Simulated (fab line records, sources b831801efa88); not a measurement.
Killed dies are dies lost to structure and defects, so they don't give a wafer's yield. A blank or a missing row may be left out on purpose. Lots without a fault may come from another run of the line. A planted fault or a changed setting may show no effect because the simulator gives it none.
Which tool did it? | flow sky130 | 12 lots, 36 wafers sampled, at 3 steps of a route of 708

WHAT THE GAUGES READ, wafer by wafer
SKY_VIA3_THK_MEAS_23: measures by xrf.
lot  | measured     | on            | VIA3_W_THK (nm)
L075 | day 39 23:12 | film_metro-03 | 398 395 392
L077 | day 40 18:46 | film_metro-03 | 388 393 390
L079 | day 41 06:17 | film_metro-01 | 404 408 403
L081 | day 42 07:35 | film_metro-03 | 402 394 392
L083 | day 42 09:41 | film_metro-01 | 391 399 396
L085 | day 43 13:08 | film_metro-03 | 396 391 393
L087 | day 43 18:11 | film_metro-03 | 391 401 389
L091 | day 44 20:54 | film_metro-01 | 392 390 394
L088 | day 44 23:28 | film_metro-02 | 398 402 393
L093 | day 45 05:50 | film_metro-03 | 398 400 405
L095 | day 45 13:27 | film_metro-02 | 404 407 399
L097 | day 46 05:35 | film_metro-03 | 397 395 399

WHICH TOOL RAN EACH LOT (tool, then ch and the chambers of the sampled wafers, then the start)
lot  | SKY_CONTACT_STRIP_19                 | SKY_METAL1_SPUTTER_02
L075 | plasma_asher-02 ch 0,1, day 31 21:46 | pvd_sputter-04, day 31 23:03
L077 | plasma_asher-02 ch 0, day 32 17:26   | pvd_sputter-01, day 32 18:44
L079 | plasma_asher-02 ch 0,1, day 33 07:52 | pvd_sputter-03, day 33 09:10
L081 | plasma_asher-04 ch 0,1, day 34 05:23 | pvd_sputter-01, day 34 06:41
L083 | plasma_asher-03 ch 0,1, day 34 13:34 | pvd_sputter-04, day 34 14:51
L085 | plasma_asher-03 ch 0,1, day 35 21:10 | pvd_sputter-03, day 35 22:30
L087 | plasma_asher-04 ch 0,1, day 36 03:37 | pvd_sputter-01, day 36 04:55
L091 | plasma_asher-03 ch 0,1, day 37 09:54 | pvd_sputter-03, day 37 11:14
L088 | plasma_asher-03 ch 0,1, day 37 12:50 | pvd_sputter-01, day 37 14:10
L093 | plasma_asher-02 ch 0,1, day 37 19:17 | pvd_sputter-03, day 37 20:41
L095 | plasma_asher-03 ch 0,1, day 38 06:19 | pvd_sputter-01, day 38 07:37
L097 | plasma_asher-04 ch 0,1, day 38 22:13 | pvd_sputter-01, day 38 23:31
- SKY_CONTACT_STRIP_19: strips in O2/N2.
- SKY_METAL1_SPUTTER_02: material AlCu, target thk 250 nm, time 13.3 s.

THE ANSWER, worked out from the rows above alone
Rule: what is usual is taken from the lots themselves. Put in order of their means at a reading, lots are off if they are a third of the lots or fewer, leave a main group of 4 or more, and stand apart from it by a gap of 3 or more times the standard deviation of the main group's means; of several such gaps the widest counts. A main group whose means are all the same, to the digits that the tables above print for the reading, isn't used. A lot without any number at a reading at which 4 lots or more have one is off too. The other lots that the step has rows for count as sound.
No lot is off at any reading shown: from this, nothing can be told.

WHAT THE SIMULATOR HAD PUT IN
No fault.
